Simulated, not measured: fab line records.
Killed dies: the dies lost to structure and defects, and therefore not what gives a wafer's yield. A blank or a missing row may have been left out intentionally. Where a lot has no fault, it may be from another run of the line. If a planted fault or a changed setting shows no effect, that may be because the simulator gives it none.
fab line records -- flow sky130
record: lots: 13, wafers: 39, last_day: 50
route steps=708 shown CONTACT@407 METAL1@448 PAD_OPEN@708
lots with no fault: from the same line, run without faults
start_h: hours from the record's first day to the start of the lot's first wafer shown -- wait_h: hours elapsed since this lot's preceding step -- " repeats the value in the row above -- L1.1+2: one row covering several wafers at once -- - no value, or no start given -- * or withheld: withheld -- < > ~ a bound
route shown NAME@n: a module of which the file shows steps, and the number in the route of the first -- usual: the fault-free wafers' mean and standard deviation -- same: alike in all rows -- chamber/n: place in a boat -- sites: each site's reading -- _std_site: standard deviation of those values -- _edge_site: inner sites' mean taken away from outer sites' mean -- radius_mm: for every site, how far away it sits from the centre of the wafer -- mask NAME#n: copy n -- behind: the tool/chamber that last shaped the wafer -- hold: why the lot went on hold/how many hours it stayed there/how the hold came to an end -- device: which transistor (n, p or np) failed to switch -- end of line: the same wafers' tests at the end of the route -- where a step has no rows: the recipe by itself -- killed: the dies lost at the first sort to structure and to defects; this is not the yield of the wafer -- map: dies across one wafer; x = killed, . = not, _ = none there
set.NAME: the run value of the setting; set.NAME@STEP: its run value at that earlier step -- model.NAME: the simulator's own value behind a step, which no gauge read
one table for each step of the route and one row for each wafer, over a sample of lots
== steps ==
step: SKY_CONTACT_THK_MEAS_01
recipe: reads: Si3N4_of_CONTACT_CVD_00
usual: CONTACT_CVD_00_THK: 74.9/1
lot.wafer,tool,chamber,start_h,wait_h,CONTACT_CVD_00_THK[nm]
L179.1,film_metro-03,-,706.21,-,74.8
L179.2,film_metro-03,-,706.21,-,73.9
L179.5,film_metro-03,-,706.21,-,76.4
L180.2,film_metro-04,-,715.11,-,74.8
L180.3,film_metro-04,-,715.11,-,74.6
L180.5,film_metro-04,-,715.11,-,76.1
L181.3,film_metro-04,-,718.33,-,74.1
L181.5,film_metro-04,-,718.33,-,75.9
L181.6,film_metro-04,-,718.33,-,75.0
L182.3,film_metro-01,-,732.53,-,74.6
L182.4,film_metro-01,-,732.53,-,76.7
L182.5,film_metro-01,-,732.53,-,75.8
L185.1,film_metro-04,-,752.56,-,74.5
L185.2,film_metro-04,-,752.56,-,74.3
L185.3,film_metro-04,-,752.56,-,74.2
L186.1,film_metro-03,-,762.82,-,74.5
L186.5,film_metro-03,-,762.82,-,75.2
L186.6,film_metro-03,-,762.82,-,76.8
L188.1,film_metro-03,-,776.34,-,73.9
L188.4,film_metro-03,-,776.34,-,75.1
L188.6,film_metro-03,-,776.34,-,74.6
L189.4,film_metro-03,-,789.41,-,76.2
L189.5,film_metro-03,-,789.41,-,76.2
L189.6,film_metro-03,-,789.41,-,77.1
L192.2,film_metro-01,-,816.04,-,73.9
L192.3,film_metro-01,-,816.04,-,74.5
L192.6,film_metro-01,-,816.04,-,74.5
L193.2,film_metro-03,-,821.38,-,75.0
L193.4,film_metro-03,-,821.38,-,76.3
L193.6,film_metro-03,-,821.38,-,76.3
L194.1,film_metro-03,-,827.97,-,74.2
L194.2,film_metro-03,-,827.97,-,74.3
L194.5,film_metro-03,-,827.97,-,75.1
L196.2,film_metro-03,-,843.03,-,75.6
L196.4,film_metro-03,-,843.03,-,75.5
L196.5,film_metro-03,-,843.03,-,74.7
L202.1,film_metro-01,-,883.40,-,74.0
L202.4,film_metro-01,-,883.40,-,74.3
L202.5,film_metro-01,-,883.40,-,76.0
step: SKY_CONTACT_OVL_MEAS_15
usual: CONTACT_OVL: 1/5.6
lot.wafer,tool,chamber,start_h,wait_h,CONTACT_OVL[nm]
L179.1,overlay-01,-,733.95,0.1,5
L179.2,overlay-01,-,733.95,0.1,-1
L179.5,overlay-01,-,733.95,0.1,7
L180.2,overlay-02,-,743.40,0.1,5
L180.3,overlay-02,-,743.40,0.1,0
L180.5,overlay-02,-,743.40,0.1,5
L181.3,overlay-02,-,746.57,0.1,1
L181.5,overlay-02,-,746.57,0.1,4
L181.6,overlay-02,-,746.57,0.1,-2
L182.3,overlay-02,-,759.35,0.1,2
L182.4,overlay-02,-,759.35,0.1,-2
L182.5,overlay-02,-,759.35,0.1,-6
L185.1,overlay-02,-,780.28,0.1,-1
L185.2,overlay-02,-,780.28,0.1,-1
L185.3,overlay-02,-,780.28,0.1,3
L186.1,overlay-02,-,790.58,0.1,-8
L186.5,overlay-02,-,790.58,0.1,-4
L186.6,overlay-02,-,790.58,0.1,-9
L188.1,overlay-01,-,802.65,0.1,-1
L188.4,overlay-01,-,802.65,0.1,-1
L188.6,overlay-01,-,802.65,0.1,-2
L189.4,overlay-01,-,816.80,0.1,4
L189.5,overlay-01,-,816.80,0.1,-3
L189.6,overlay-01,-,816.80,0.1,-1
L192.2,overlay-02,-,842.29,0.1,-1
L192.3,overlay-02,-,842.29,0.1,-3
L192.6,overlay-02,-,842.29,0.1,-8
L193.2,overlay-02,-,848.75,0.1,0
L193.4,overlay-02,-,848.75,0.1,0
L193.6,overlay-02,-,848.75,0.1,3
L194.1,overlay-01,-,854.44,0.1,1
L194.2,overlay-01,-,854.44,0.1,11
L194.5,overlay-01,-,854.44,0.1,8
L196.2,overlay-01,-,869.26,0.1,-2
L196.4,overlay-01,-,869.26,0.1,3
L196.5,overlay-01,-,869.26,0.1,-1
L202.1,overlay-01,-,910.23,0.1,4
L202.4,overlay-01,-,910.23,0.1,2
L202.5,overlay-01,-,910.23,0.1,1
step: SKY_METAL1_DEVELOP_14
recipe: develop_time_s: 60, resist: KrF-thick, dev_temp_c: 21
lot.wafer,tool,chamber,start_h,wait_h
L179.1+2+5,litho_track-02,0,762,-
L180.2+3+5,litho_track-03,0,771,-
L181.3+5+6,litho_track-02,0,774,-
L182.3+4+5,litho_track-02,0,787,-
L185.1+2+3,litho_track-01,0,808,-
L186.1+5+6,litho_track-01,0,818,-
L188.1+4+6,litho_track-02,0,830,-
L189.4+5+6,litho_track-03,0,844,-
L192.2+3+6,litho_track-02,0,869,-
L193.2+4+6,litho_track-02,0,876,-
L194.1+2+5,litho_track-02,0,881,-
L196.2+4+5,litho_track-02,0,896,-
L202.1+4+5,litho_track-03,0,936,-
step: SKY_METAL1_CD_MEAS_15
recipe: target_cd_nm: 140
usual: cd_nm: 139.8/1.6
lot.wafer,tool,chamber,start_h,wait_h,cd_nm
L179.1,cd_sem-02,-,762.46,-,139.9
L179.2,cd_sem-02,-,762.46,-,139.4
L179.5,cd_sem-02,-,762.46,-,137.5
L180.2,cd_sem-01,-,771.97,-,139.3
L180.3,cd_sem-01,-,771.97,-,139.6
L180.5,cd_sem-01,-,771.97,-,138.3
L181.3,cd_sem-01,-,774.95,-,140.7
L181.5,cd_sem-01,-,774.95,-,140.5
L181.6,cd_sem-01,-,774.95,-,139.3
L182.3,cd_sem-01,-,788.17,-,144.1
L182.4,cd_sem-01,-,788.17,-,143.7
L182.5,cd_sem-01,-,788.17,-,142.8
L185.1,cd_sem-02,-,808.91,-,141.0
L185.2,cd_sem-02,-,808.91,-,141.2
L185.3,cd_sem-02,-,808.91,-,139.6
L186.1,cd_sem-01,-,818.86,-,139.7
L186.5,cd_sem-01,-,818.86,-,138.2
L186.6,cd_sem-01,-,818.86,-,138.2
L188.1,cd_sem-01,-,830.61,-,140.1
L188.4,cd_sem-01,-,830.61,-,140.7
L188.6,cd_sem-01,-,830.61,-,141.2
L189.4,cd_sem-02,-,844.18,-,141.4
L189.5,cd_sem-02,-,844.18,-,140.6
L189.6,cd_sem-02,-,844.18,-,140.3
L192.2,cd_sem-02,-,870.03,-,135.8
L192.3,cd_sem-02,-,870.03,-,137.9
L192.6,cd_sem-02,-,870.03,-,135.1
L193.2,cd_sem-01,-,877.08,-,141.0
L193.4,cd_sem-01,-,877.08,-,140.3
L193.6,cd_sem-01,-,877.08,-,139.5
L194.1,cd_sem-01,-,881.96,-,134.5
L194.2,cd_sem-01,-,881.96,-,138.8
L194.5,cd_sem-01,-,881.96,-,134.4
L196.2,cd_sem-01,-,896.93,-,139.2
L196.4,cd_sem-01,-,896.93,-,139.0
L196.5,cd_sem-01,-,896.93,-,134.8
L202.1,cd_sem-01,-,936.67,-,137.8
L202.4,cd_sem-01,-,936.67,-,138.2
L202.5,cd_sem-01,-,936.67,-,138.6
step: SKY_METAL1_OVL_MEAS_16
usual: METAL1_OVL: 4/5.2
lot.wafer,tool,chamber,start_h,wait_h,METAL1_OVL[nm]
L179.1,overlay-01,-,762.58,0.1,7
L179.2,overlay-01,-,762.58,0.1,9
L179.5,overlay-01,-,762.58,0.1,4
L180.2,overlay-01,-,772.08,0.1,15
L180.3,overlay-01,-,772.08,0.1,0
L180.5,overlay-01,-,772.08,0.1,7
L181.3,overlay-01,-,775.05,0.1,3
L181.5,overlay-01,-,775.05,0.1,3
L181.6,overlay-01,-,775.05,0.1,9
L182.3,overlay-02,-,788.26,0.1,2
L182.4,overlay-02,-,788.26,0.1,13
L182.5,overlay-02,-,788.26,0.1,5
L185.1,overlay-02,-,809.03,0.1,3
L185.2,overlay-02,-,809.03,0.1,13
L185.3,overlay-02,-,809.03,0.1,10
L186.1,overlay-01,-,818.98,0.1,3
L186.5,overlay-01,-,818.98,0.1,6
L186.6,overlay-01,-,818.98,0.1,-2
L188.1,overlay-01,-,830.73,0.1,0
L188.4,overlay-01,-,830.73,0.1,7
L188.6,overlay-01,-,830.73,0.1,4
L189.4,overlay-02,-,844.26,0.1,-2
L189.5,overlay-02,-,844.26,0.1,6
L189.6,overlay-02,-,844.26,0.1,1
L192.2,overlay-02,-,870.14,0.1,11
L192.3,overlay-02,-,870.14,0.1,6
L192.6,overlay-02,-,870.14,0.1,12
L193.2,overlay-02,-,877.19,0.1,7
L193.4,overlay-02,-,877.19,0.1,10
L193.6,overlay-02,-,877.19,0.1,12
L194.1,overlay-02,-,882.08,0.1,-2
L194.2,overlay-02,-,882.08,0.1,8
L194.5,overlay-02,-,882.08,0.1,4
L196.2,overlay-01,-,897.04,0.1,-2
L196.4,overlay-01,-,897.04,0.1,-3
L196.5,overlay-01,-,897.04,0.1,8
L202.1,overlay-02,-,936.79,0.1,2
L202.4,overlay-02,-,936.79,0.1,7
L202.5,overlay-02,-,936.79,0.1,2
step: SKY_PAD_OPEN_PROBE_99
usual: defect_limited_yield: 82.4/2, killed_at_M0_to_M3: 44/6.5, killed_at_M4_up: 3.3/1.7, killed_at_contacts: 25/5.3, killed_at_front_end: 15/5, killed_at_other: 0.2/0.47, killed_dies: 87/9.9, killed_on_rim: 17/3.8, killed_open: 47/8, killed_short: 39/6.1, sort_bin_3_pad_short: 0.9/0.43, sort_bin_5_function: 10.4/1.5, sort_bin_6_memory: 6.2/1.2, sort_n_pass: 405/9.9, sort_yield_pct: 82.4/2
same: gross_dies: 492, killed_at_back_side: 0, sort_bin_4_leakage[%]: 0, sort_bin_8_speed[%]: 0
lot.wafer,tool,chamber,start_h,wait_h,defect_limited_yield[%],killed_at_M0_to_M3,killed_at_M4_up,killed_at_contacts,killed_at_front_end,killed_at_other,killed_dies,killed_on_rim,killed_open,killed_short,sort_bin_3_pad_short[%],sort_bin_5_function[%],sort_bin_6_memory[%],sort_n_pass,sort_yield_pct[%]
L179.1,prober-01,-,1075.39,0.1,79.5,51,1,26,23,0,101,20,62,39,0.8,12.8,6.9,391,79.5
L179.2,prober-01,-,1075.44,0.1,79.5,62,4,23,12,0,101,20,63,38,1.4,12.0,7.1,391,79.5
L179.5,prober-01,-,1075.59,0.2,81.3,43,0,26,23,0,92,15,57,35,0.8,11.6,6.3,400,81.3
L180.2,prober-02,-,1081.83,0.1,83.7,39,3,22,16,0,80,12,42,38,1.0,8.7,6.5,412,83.7
L180.3,prober-02,-,1081.88,0.2,82.3,44,4,24,15,0,87,17,47,40,0.4,10.4,6.9,405,82.3
L180.5,prober-02,-,1081.98,0.2,81.1,45,5,22,21,0,93,19,51,42,1.0,11.8,6.1,399,81.1
L181.3,prober-01,-,1085.83,0.2,81.5,44,1,34,12,0,91,19,53,38,0.6,12.0,5.9,401,81.5
L181.5,prober-01,-,1085.93,0.2,78.7,51,3,39,12,0,105,11,61,44,2.0,11.4,7.9,387,78.7
L181.6,prober-01,-,1085.98,0.2,86.4,43,1,16,7,0,67,13,28,39,0.6,9.6,3.5,425,86.4
L182.3,prober-02,-,1092.58,0.2,83.1,43,4,20,16,0,83,16,40,43,1.4,9.6,5.9,409,83.1
L182.4,prober-02,-,1092.63,0.2,76.4,53,2,33,27,1,116,22,65,51,1.4,13.2,8.9,376,76.4
L182.5,prober-02,-,1092.68,0.2,82.3,44,1,26,16,0,87,19,49,38,1.2,10.2,6.3,405,82.3
L185.1,prober-01,-,1113.48,0.1,84.6,39,1,24,12,0,76,14,43,33,0.4,10.6,4.5,416,84.6
L185.2,prober-01,-,1113.53,0.1,83.9,42,4,18,15,0,79,15,41,38,0.8,11.6,3.7,413,83.9
L185.3,prober-01,-,1113.58,0.2,82.3,46,3,24,14,0,87,20,49,38,1.0,11.4,5.3,405,82.3
L186.1,prober-02,-,1116.41,0.1,81.1,45,3,26,19,0,93,11,51,42,1.6,11.6,5.7,399,81.1
L186.5,prober-02,-,1116.61,0.2,82.3,47,4,25,10,1,87,15,47,40,0.6,8.7,8.3,405,82.3
L186.6,prober-02,-,1116.66,0.2,78.9,58,0,31,15,0,104,19,59,45,0.6,13.6,6.9,388,78.9
L188.1,prober-02,-,1128.40,0.1,82.5,50,1,22,13,0,86,15,57,29,0.4,8.5,8.5,406,82.5
L188.4,prober-02,-,1128.55,0.2,80.7,43,2,19,31,0,95,19,43,52,0.6,11.8,6.9,397,80.7
L188.6,prober-02,-,1128.65,0.2,83.9,38,0,26,15,0,79,15,47,32,0.8,9.8,5.5,413,83.9
L189.4,prober-01,-,1135.39,0.2,84.3,39,1,29,7,1,77,9,43,34,1.8,8.9,4.9,415,84.3
L189.5,prober-01,-,1135.44,0.2,79.3,59,5,27,11,0,102,18,55,47,1.2,13.2,6.3,390,79.3
L189.6,prober-01,-,1135.49,0.2,83.9,38,3,24,14,0,79,17,46,33,0.6,8.9,6.5,413,83.9
L192.2,prober-02,-,1154.28,0.1,80.5,46,1,26,23,0,96,16,58,38,1.4,10.8,7.3,396,80.5
L192.3,prober-02,-,1154.33,0.2,85.4,39,1,23,9,0,72,14,32,40,1.2,7.5,5.9,420,85.4
L192.6,prober-02,-,1154.48,0.2,83.7,45,6,18,10,1,80,19,40,40,0.4,9.3,6.5,412,83.7
L193.2,prober-01,-,1161.73,0.1,81.9,45,4,23,17,0,89,16,41,48,0.8,10.8,6.5,403,81.9
L193.4,prober-01,-,1161.83,0.2,80.9,45,7,35,7,0,94,12,54,40,1.4,12.2,5.5,398,80.9
L193.6,prober-01,-,1161.93,0.2,83.7,40,3,21,16,0,80,16,39,41,1.0,9.3,5.9,412,83.7
L194.1,prober-02,-,1164.94,0.1,83.7,41,3,21,15,0,80,12,35,45,1.2,8.7,6.3,412,83.7
L194.2,prober-02,-,1164.99,0.1,79.9,49,4,21,25,0,99,18,55,44,0.6,10.0,9.6,393,79.9
L194.5,prober-02,-,1165.14,0.2,82.5,48,4,19,15,0,86,16,40,46,0.6,9.6,7.3,406,82.5
L196.2,prober-01,-,1173.17,0.1,85.6,36,7,19,9,0,71,19,37,34,0.8,8.7,4.9,421,85.6
L196.4,prober-01,-,1173.27,0.2,80.5,52,1,24,18,1,96,18,60,36,0.2,11.0,8.3,396,80.5
L196.5,prober-01,-,1173.32,0.2,81.3,50,2,21,19,0,92,18,45,47,0.6,11.8,6.3,400,81.3
L202.1,prober-02,-,1200.39,0.1,80.7,42,2,29,21,1,95,20,56,39,0.8,11.0,7.5,397,80.7
L202.4,prober-02,-,1200.54,0.2,81.7,42,5,31,12,0,90,15,50,40,1.0,11.8,5.5,402,81.7
L202.5,prober-02,-,1200.59,0.2,81.3,51,3,27,11,0,92,16,61,31,1.8,10.2,6.7,400,81.3
killed by level:class
L179.1 CONTACT:geometric_particle:open=13 VIA1:geometric_particle:open=13 FIELD_ISO:geometric_particle:short=8 FIELD_ISO:geometric_particle:open=8 LI_CONTACT:geometric_particle:open=8 VIA2:geometric_particle:open=7 VIA1:geometric_particle:short=6 POLY_GATE:geometric_particle:short=5
L179.2 VIA2:geometric_particle:open=12 CONTACT:geometric_particle:open=11 VIA1:geometric_particle:open=10 VIA3:geometric_particle:open=9 VIA1:geometric_particle:short=8 METAL1:geometric_particle:short=8 LI_CONTACT:geometric_particle:open=5 VIA3:geometric_particle:short=5
L179.5 VIA1:geometric_particle:open=12 CONTACT:geometric_particle:open=8 FIELD_ISO:geometric_particle:open=8 LI_CONTACT:geometric_particle:open=8 POLY_GATE:geometric_particle:open=6 VIA2:geometric_particle:open=6 METAL1:geometric_particle:short=5 VIA1:geometric_particle:short=5
L180.2 VIA1:geometric_particle:open=11 VIA1:geometric_particle:short=8 LI_CONTACT:geometric_particle:open=7 CONTACT:geometric_particle:short=6 CONTACT:geometric_particle:open=6 FIELD_ISO:geometric_particle:open=5 METAL2:geometric_particle:short=5 METAL1:geometric_particle:short=4
L180.3 METAL2:geometric_particle:short=10 LI_CONTACT:geometric_particle:open=8 CONTACT:geometric_particle:open=8 VIA2:geometric_particle:open=7 VIA3:geometric_particle:open=7 LOCAL_INTERCONNECT:geometric_particle:short=6 FIELD_ISO:geometric_particle:open=5 FIELD_ISO:geometric_particle:short=5
L180.5 VIA1:geometric_particle:open=11 FIELD_ISO:geometric_particle:short=8 FIELD_ISO:geometric_particle:open=7 LOCAL_INTERCONNECT:geometric_particle:short=6 LI_CONTACT:geometric_particle:open=6 CONTACT:geometric_particle:open=6 VIA2:geometric_particle:short=5 METAL1:geometric_particle:short=5
L181.3 CONTACT:geometric_particle:open=14 LI_CONTACT:geometric_particle:open=11 VIA2:geometric_particle:open=10 METAL1:geometric_particle:short=7 VIA1:geometric_particle:open=6 CONTACT:geometric_particle:short=6 VIA3:geometric_particle:open=6 VIA1:geometric_particle:short=4
L181.5 VIA1:geometric_particle:open=16 CONTACT:geometric_particle:open=13 VIA3:geometric_particle:open=10 LI_CONTACT:geometric_particle:open=9 CONTACT:geometric_particle:short=9 METAL1:geometric_particle:short=7 LOCAL_INTERCONNECT:geometric_particle:short=5 POLY_GATE:geometric_particle:short=4
L181.6 VIA1:geometric_particle:open=12 METAL1:geometric_particle:short=8 CONTACT:geometric_particle:short=7 CONTACT:geometric_particle:open=4 VIA1:geometric_particle:short=4 VIA3:geometric_particle:open=4 FIELD_ISO:geometric_particle:short=3 LI_CONTACT:geometric_particle:open=3
L182.3 VIA1:geometric_particle:open=10 LI_CONTACT:geometric_particle:open=9 METAL1:geometric_particle:short=7 VIA2:geometric_particle:open=6 VIA3:geometric_particle:short=5 CONTACT:geometric_particle:open=4 METAL4:geometric_particle:short=4 FIELD_ISO:geometric_particle:short=3
L182.4 CONTACT:geometric_particle:open=10 LI_CONTACT:geometric_particle:open=10 FIELD_ISO:geometric_particle:open=9 METAL2:geometric_particle:short=9 VIA1:geometric_particle:open=9 VIA2:geometric_particle:open=8 CONTACT:geometric_particle:short=6 VIA1:geometric_particle:short=6
L182.5 CONTACT:geometric_particle:open=10 VIA1:geometric_particle:open=10 LI_CONTACT:geometric_particle:open=7 VIA2:geometric_particle:open=6 FIELD_ISO:geometric_particle:short=5 METAL1:geometric_particle:short=5 VIA3:geometric_particle:open=5 CONTACT:geometric_particle:short=4
L185.1 VIA1:geometric_particle:open=10 LI_CONTACT:geometric_particle:open=8 CONTACT:geometric_particle:open=8 VIA2:geometric_particle:short=5 VIA2:geometric_particle:open=5 VIA3:geometric_particle:open=5 POLY_GATE:geometric_particle:short=4 METAL1:geometric_particle:short=4
L185.2 VIA1:geometric_particle:open=10 VIA2:geometric_particle:open=9 CONTACT:geometric_particle:open=7 METAL1:geometric_particle:short=6 METAL2:geometric_particle:short=6 FIELD_ISO:geometric_particle:short=4 SONOS_ONO:geometric_particle:open=4 LOCAL_INTERCONNECT:geometric_particle:short=4
L185.3 VIA1:geometric_particle:open=10 LI_CONTACT:geometric_particle:open=9 VIA2:geometric_particle:open=8 METAL2:geometric_particle:short=7 VIA1:geometric_particle:short=7 CONTACT:geometric_particle:open=6 FIELD_ISO:geometric_particle:open=4 VIA3:geometric_particle:open=4
L186.1 VIA1:geometric_particle:open=14 CONTACT:geometric_particle:open=12 LI_CONTACT:geometric_particle:open=7 METAL1:geometric_particle:short=7 POLY_GATE:geometric_particle:short=6 METAL2:geometric_particle:short=5 VIA1:geometric_particle:short=4 VIA2:geometric_particle:open=4
L186.5 VIA1:geometric_particle:open=11 VIA2:geometric_particle:open=8 CONTACT:geometric_particle:open=7 LI_CONTACT:geometric_particle:open=6 CONTACT:geometric_particle:short=6 METAL2:geometric_particle:short=5 VIA2:geometric_particle:short=5 LOCAL_INTERCONNECT:geometric_particle:short=4
L186.6 CONTACT:geometric_particle:open=17 VIA1:geometric_particle:open=14 VIA2:geometric_particle:open=8 VIA3:geometric_particle:open=7 VIA1:geometric_particle:short=7 FIELD_ISO:geometric_particle:open=6 METAL1:geometric_particle:short=6 VIA2:geometric_particle:short=6
L188.1 VIA1:geometric_particle:open=10 LI_CONTACT:geometric_particle:open=9 VIA2:geometric_particle:open=9 CONTACT:geometric_particle:open=8 METAL2:geometric_particle:short=5 METAL1:geometric_particle:short=5 POLY_GATE:geometric_particle:open=4 VIA3:geometric_particle:open=4
L188.4 FIELD_ISO:geometric_particle:open=8 CONTACT:geometric_particle:open=8 METAL1:geometric_particle:short=7 VIA3:geometric_particle:short=7 POLY_GATE:geometric_particle:short=6 VIA1:geometric_particle:open=6 METAL2:geometric_particle:short=6 POLY_CUT:geometric_particle:short=5
L188.6 CONTACT:geometric_particle:open=11 VIA1:geometric_particle:open=11 LI_CONTACT:geometric_particle:open=7 METAL2:geometric_particle:short=7 LI_CONTACT:geometric_particle:short=4 VIA1:geometric_particle:short=4 VIA3:geometric_particle:open=4 FIELD_ISO:geometric_particle:open=3
L189.4 VIA1:geometric_particle:open=13 CONTACT:geometric_particle:open=9 LI_CONTACT:geometric_particle:open=8 METAL1:geometric_particle:short=8 CONTACT:geometric_particle:short=4 VIA3:geometric_particle:open=4 LI_CONTACT:geometric_particle:short=3 LOCAL_INTERCONNECT:geometric_particle:short=3
L189.5 VIA1:geometric_particle:open=17 METAL1:geometric_particle:short=12 CONTACT:geometric_particle:open=10 VIA2:geometric_particle:open=10 VIA1:geometric_particle:short=6 POLY_GATE:geometric_particle:open=5 METAL2:geometric_particle:short=5 LI_CONTACT:geometric_particle:open=4
L189.6 CONTACT:geometric_particle:open=9 VIA1:geometric_particle:open=7 VIA2:geometric_particle:open=7 FIELD_ISO:geometric_particle:open=5 LI_CONTACT:geometric_particle:open=5 VIA3:geometric_particle:open=5 FIELD_ISO:geometric_particle:short=4 LI_CONTACT:geometric_particle:short=4
L192.2 CONTACT:geometric_particle:open=13 VIA3:geometric_particle:open=10 VIA1:geometric_particle:open=9 FIELD_ISO:geometric_particle:open=7 FIELD_ISO:geometric_particle:short=6 METAL1:geometric_particle:short=5 SPACER:geometric_particle:open=4 LI_CONTACT:geometric_particle:short=4
L192.3 CONTACT:geometric_particle:open=10 METAL2:geometric_particle:short=7 VIA3:geometric_particle:open=7 METAL3:geometric_particle:short=6 METAL1:geometric_particle:short=5 LI_CONTACT:geometric_particle:open=4 VIA1:geometric_particle:open=4 VIA3:geometric_particle:short=4
L192.6 VIA1:geometric_particle:open=15 METAL1:geometric_particle:short=8 METAL2:geometric_particle:short=8 METAL4:geometric_particle:short=5 LI_CONTACT:geometric_particle:open=5 CONTACT:geometric_particle:open=5 VIA2:geometric_particle:open=5 CONTACT:geometric_particle:short=4
L193.2 VIA1:geometric_particle:open=14 CONTACT:geometric_particle:short=8 FIELD_ISO:geometric_particle:short=6 LOCAL_INTERCONNECT:geometric_particle:short=6 CONTACT:geometric_particle:open=6 FIELD_ISO:geometric_particle:open=5 VIA1:geometric_particle:short=5 VIA2:geometric_particle:open=5
L193.4 CONTACT:geometric_particle:open=14 LI_CONTACT:geometric_particle:open=11 VIA2:geometric_particle:open=9 VIA3:geometric_particle:open=9 VIA1:geometric_particle:short=7 CONTACT:geometric_particle:short=6 POLY_GATE:geometric_particle:open=4 VIA1:geometric_particle:open=4
L193.6 CONTACT:geometric_particle:open=10 VIA1:geometric_particle:open=7 VIA3:geometric_particle:open=6 VIA1:geometric_particle:short=6 LOCAL_INTERCONNECT:geometric_particle:short=5 VIA3:geometric_particle:short=5 FIELD_ISO:geometric_particle:open=4 POLY_GATE:geometric_particle:open=4
L194.1 LI_CONTACT:geometric_particle:open=8 CONTACT:geometric_particle:open=7 METAL1:geometric_particle:short=7 VIA1:geometric_particle:open=6 METAL2:geometric_particle:short=6 VIA2:geometric_particle:short=6 FIELD_ISO:geometric_particle:short=5 POLY_GATE:geometric_particle:short=4
L194.2 VIA1:geometric_particle:open=11 VIA3:geometric_particle:open=10 METAL2:geometric_particle:short=9 CONTACT:geometric_particle:open=8 VIA2:geometric_particle:open=8 FIELD_ISO:geometric_particle:open=6 FIELD_ISO:geometric_particle:short=6 POLY_GATE:geometric_particle:open=4
L194.5 VIA1:geometric_particle:open=10 METAL1:geometric_particle:short=7 LI_CONTACT:geometric_particle:open=6 CONTACT:geometric_particle:open=6 METAL2:geometric_particle:short=6 VIA3:geometric_particle:short=6 VIA1:geometric_particle:short=5 FIELD_ISO:geometric_particle:short=4
L196.2 VIA1:geometric_particle:open=8 CONTACT:geometric_particle:open=7 METAL1:geometric_particle:short=7 VIA2:geometric_particle:open=6 METAL4:geometric_particle:short=6 LI_CONTACT:geometric_particle:open=4 METAL2:geometric_particle:short=4 POLY_GATE:geometric_particle:open=3
L196.4 CONTACT:geometric_particle:open=12 VIA1:geometric_particle:open=10 POLY_GATE:geometric_particle:open=8 METAL2:geometric_particle:short=8 VIA2:geometric_particle:open=7 FIELD_ISO:geometric_particle:open=6 VIA1:geometric_particle:short=6 VIA3:geometric_particle:open=6
L196.5 METAL1:geometric_particle:short=11 VIA1:geometric_particle:short=10 CONTACT:geometric_particle:open=10 VIA3:geometric_particle:open=7 FIELD_ISO:geometric_particle:open=6 METAL2:geometric_particle:short=6 VIA1:geometric_particle:open=6 LI_CONTACT:geometric_particle:open=5
L202.1 CONTACT:geometric_particle:open=12 LI_CONTACT:geometric_particle:open=9 VIA1:geometric_particle:open=9 METAL2:geometric_particle:short=8 VIA1:geometric_particle:short=7 FIELD_ISO:geometric_particle:open=6 FIELD_ISO:geometric_particle:short=4 POLY_GATE:geometric_particle:open=4
L202.4 LI_CONTACT:geometric_particle:open=10 CONTACT:geometric_particle:open=10 VIA1:geometric_particle:open=7 VIA3:geometric_particle:open=7 METAL2:geometric_particle:short=5 LI_CONTACT:geometric_particle:short=4 VIA1:geometric_particle:short=4 CONTACT:geometric_particle:short=4
L202.5 VIA2:geometric_particle:open=14 LI_CONTACT:geometric_particle:open=11 VIA1:geometric_particle:open=9 VIA1:geometric_particle:short=8 CONTACT:geometric_particle:open=8 METAL2:geometric_particle:short=6 VIA3:geometric_particle:open=6 LI_CONTACT:geometric_particle:short=4
== key ==
first_sign: step: SKY_METAL1_CD_MEAS_15, reading: cd_nm, direction: down, sigmas: 3.3, usual: 139.8, struck: 134.5
effect none on later readings
met_at SKY_METAL1_DEVELOP_14
struck_lots L194,L196
struck_wafers L194.1,L194.5,L196.5
not_acting_at SKY_CONTACT_THK_MEAS_01,SKY_CONTACT_OVL_MEAS_15,SKY_METAL1_OVL_MEAS_16
onset_between 876 881
fault: kind: process_parameter_drift, tool: litho_track-02, chamber: -, onset_h: 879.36, steps: SKY_METAL1_DEVELOP_14, channel: develop_time_s, offset: *, shape: step, end_h: 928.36, scope: struck_wafers_only, acts_in: *, stated: *
